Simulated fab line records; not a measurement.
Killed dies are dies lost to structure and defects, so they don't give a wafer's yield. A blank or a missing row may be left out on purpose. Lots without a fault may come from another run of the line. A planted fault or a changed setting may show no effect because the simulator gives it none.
Commonality check across tools | flow gf180mcu | Sample size 13 lots and 39 wafers

WHY IT WAS OPENED
2 of 13 lots carry a flag on the reading NSD_RS at GF_PSD_RS_MEAS_14. Fault-free wafers read 46.13 ohm/sq, with a standard deviation of 0.086.
Rule: a lot gets a flag if all its wafers with a number sit over 4 standard deviations from that mean, or if no wafer of it has a number. The other lots count as sound.

lot  | measured     | on           | NSD_RS (ohm/sq), wafer by wafer | flag
L308 | day 14 21:04 | filmMetro-01 | 46.12 46.09 46.12               | 
L309 | day 15 03:17 | filmMetro-04 | 46.17 46.15 46.19               | 
L312 | day 16 12:38 | filmMetro-01 | 46.13 46.08 46.08               | 
L313 | day 16 20:53 | filmMetro-02 | 46.03 46.09 46.17               | 
L314 | day 17 02:50 | filmMetro-02 | 46.25 46.17 46.15               | 
L315 | day 17 09:21 | filmMetro-01 | 46.17 46.03 46.08               | 
L316 | day 17 14:34 | filmMetro-04 | 45.99 46.10 46.22               | 
L317 | day 18 05:56 | filmMetro-01 | 46.06 46.07 46.15               | 
L319 | day 18 20:43 | filmMetro-01 | 46.02 46.07 45.99               | 
L320 | day 19 04:07 | filmMetro-01 | 44.11 43.94 44.18               | FLAGGED
L323 | day 20 05:18 | filmMetro-02 | 44.15 44.16 44.06               | FLAGGED
L326 | day 21 02:50 | filmMetro-04 | 46.35 46.34 46.20               | 
L329 | day 22 09:28 | filmMetro-04 | 46.19 46.18 46.10               | 
Average over the flagged lots: 44.10 ohm/sq; offset from the usual -2.03 ohm/sq, equal to -24 standard deviations.

TOOL THAT RAN EACH LOT
The record keeps 1 process step preceding the reading, out of 602 steps on the route. Cell contents, in order: the tool; ch with the chambers the sampled wafers went through; the start.
lot  | flag    | GF_PSD_RTA_13
L308 |         | rtpAnneal-02 ch 0, day 14 20:59
L309 |         | rtpAnneal-01 ch 0, day 15 03:12
L312 |         | rtpAnneal-02 ch 0, day 16 12:33
L313 |         | rtpAnneal-02 ch 0, day 16 20:47
L314 |         | rtpAnneal-02 ch 0, day 17 02:44
L315 |         | rtpAnneal-02 ch 0, day 17 09:16
L316 |         | rtpAnneal-02 ch 0, day 17 14:29
L317 |         | rtpAnneal-01 ch 0, day 18 05:50
L319 |         | rtpAnneal-01 ch 0, day 18 20:38
L320 | FLAGGED | rtpAnneal-02 ch 0, day 19 04:01
L323 | FLAGGED | rtpAnneal-02 ch 0, day 20 05:13
L326 |         | rtpAnneal-01 ch 0, day 21 02:44
L329 |         | rtpAnneal-01 ch 0, day 22 09:22
These steps, and what they do:
- GF_PSD_RTA_13: time 20 s.
- GF_PSD_RS_MEAS_14: measures by four-point-probe.

FLAGGED AGAINST TOTAL, ONE TOOL AT A TIME (gauges that did the reading follow at the end)
step              | tool         | lots run | flagged | share of the flagged lots | sound lots run after its first flagged lot
GF_PSD_RTA_13     | rtpAnneal-01 | 5        | 0       | none                      | -
GF_PSD_RTA_13     | rtpAnneal-02 | 8        | 2       | all                       | 0
GF_PSD_RS_MEAS_14 | filmMetro-01 | 6        | 1       | some                      | 0
GF_PSD_RS_MEAS_14 | filmMetro-02 | 3        | 1       | some                      | 0
GF_PSD_RS_MEAS_14 | filmMetro-04 | 4        | 0       | none                      | -

WHAT THE TABLE PERMITS
1 row of the table ran every flagged lot: rtpAnneal-02 at GF_PSD_RTA_13.
- rtpAnneal-02 at GF_PSD_RTA_13 ran 8 lots, 2 of them flagged. It ran its last sound lot, L316, at day 17 14:29 and its first flagged lot, L320, at day 19 04:01: a fault with its onset between the two fits.
One tool is left: rtpAnneal-02 at GF_PSD_RTA_13.

WHAT THE SIMULATOR PUT IN
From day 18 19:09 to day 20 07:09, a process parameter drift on rtpAnneal-02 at GF_PSD_RTA_13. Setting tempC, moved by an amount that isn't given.
Shown lots that were struck: L320, L323. The rule above reached the same finding.
